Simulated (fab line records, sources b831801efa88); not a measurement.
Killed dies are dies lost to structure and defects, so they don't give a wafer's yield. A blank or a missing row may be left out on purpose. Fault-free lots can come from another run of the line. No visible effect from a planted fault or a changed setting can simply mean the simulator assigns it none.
Problem report, 8D (eight disciplines) form, completed by code :: flow gf180mcu :: the parts of the form that need people (team, actions taken, sign-off) are left out

## 1. WHAT WENT WRONG
At GF_HV_LDD_SOFTBAKE_42, heater power total W averages 58.94 W over 6 wafers from 2 lots, while fault-free wafers read 56.60 W, standard deviation 0.042. That is +56 standard deviations from the usual mean.
The step: time 60 s.
First observed at day 18 22:31: wafer L590.1, on litho track-02. The record has a number at this step for 39 wafers belonging to 13 lots. Rule for "out" (also "out of limits"): further than 4 standard deviations from the usual mean. All remaining wafers that have a number are taken as sound.

## 2. WHAT IT IS AND WHAT IT IS NOT
question: which readings at this step
is: heater power total W, run length s
is not: exhaust pa

question: which lots
is: L590, L591
is not: L571, L572, L573, L574, L576, L577, L579, L580, L581, L583, L594

question: which wafers of those lots
is: all that have a number
is not: -

question: read on which tools
is: litho track-02
is not: litho track-01, litho track-04

question: when
is: from day 18 22:31
is not: up to then (30 sound wafers); but 3 sound wafers of L594 came after

## 3. WHAT RULES OUT EACH SUSPECT
Counting: a tool at any process step up to the reading remains a suspect when it ran all the lots that are out and ran no sound lot after the first of those.
- rie diel-02 at GF_POLY_GATE_ETCH_12 (etches BARC in N2/H2): kept. It processed each lot that is out, first L590 at day 15 10:41, and no sound lot thereafter; up to then, the last sound lot it processed was L576 at day 10 17:38.
- litho track-02 at GF_HV_LDD_SOFTBAKE_42 (time 60 s): kept. It processed each lot that is out, first L590 at day 18 22:31, and no sound lot thereafter; up to then, the last sound lot it processed was L580 at day 14 21:01. Its own readings are out on those wafers: heater power total W, run length s.
Remaining after the count are rie diel-02 at GF_POLY_GATE_ETCH_12 and litho track-02 at GF_HV_LDD_SOFTBAKE_42.

## 4. THE CAUSE (what the simulator had put in)
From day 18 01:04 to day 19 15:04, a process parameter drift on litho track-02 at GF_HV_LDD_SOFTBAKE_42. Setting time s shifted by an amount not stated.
This tool is one of the 2 suspects left after counting.

## 5. THE EFFECT CHAIN, in route order
Each row: a reading whose mean over the struck wafers that have a number lies more than 3 standard deviations from the usual. Only readings whose record carries a usual standard deviation are examined. hours: median over the lots of the time between each lot's start at the first step of this table that gives one and its start at this step. sigmas: the change, counted in usual standard deviations.
hours: 0
step: GF_HV_LDD_SOFTBAKE_42
reading: heater power total W
usual: 56.60 W
on struck wafers: 58.94
change: +2.34
sigmas: +56

hours: 0
step: GF_HV_LDD_SOFTBAKE_42
reading: run length s
usual: 89.02 s
on struck wafers: 82.30
change: -6.72
sigmas: -27
It contains these process steps:
- GF_HV_LDD_SOFTBAKE_42: time 60 s.
Later measuring or inspecting steps at which every struck wafer that the step has a row for has a number for every such reading, and none has moved that far: GF_HV_LDD_OVL_MEAS_47.

## 6. WHAT WOULD HAVE CAUGHT IT SOONER
In this record the first reading out of limits was taken at day 18 22:31, 21 hours after the fault began at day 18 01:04.
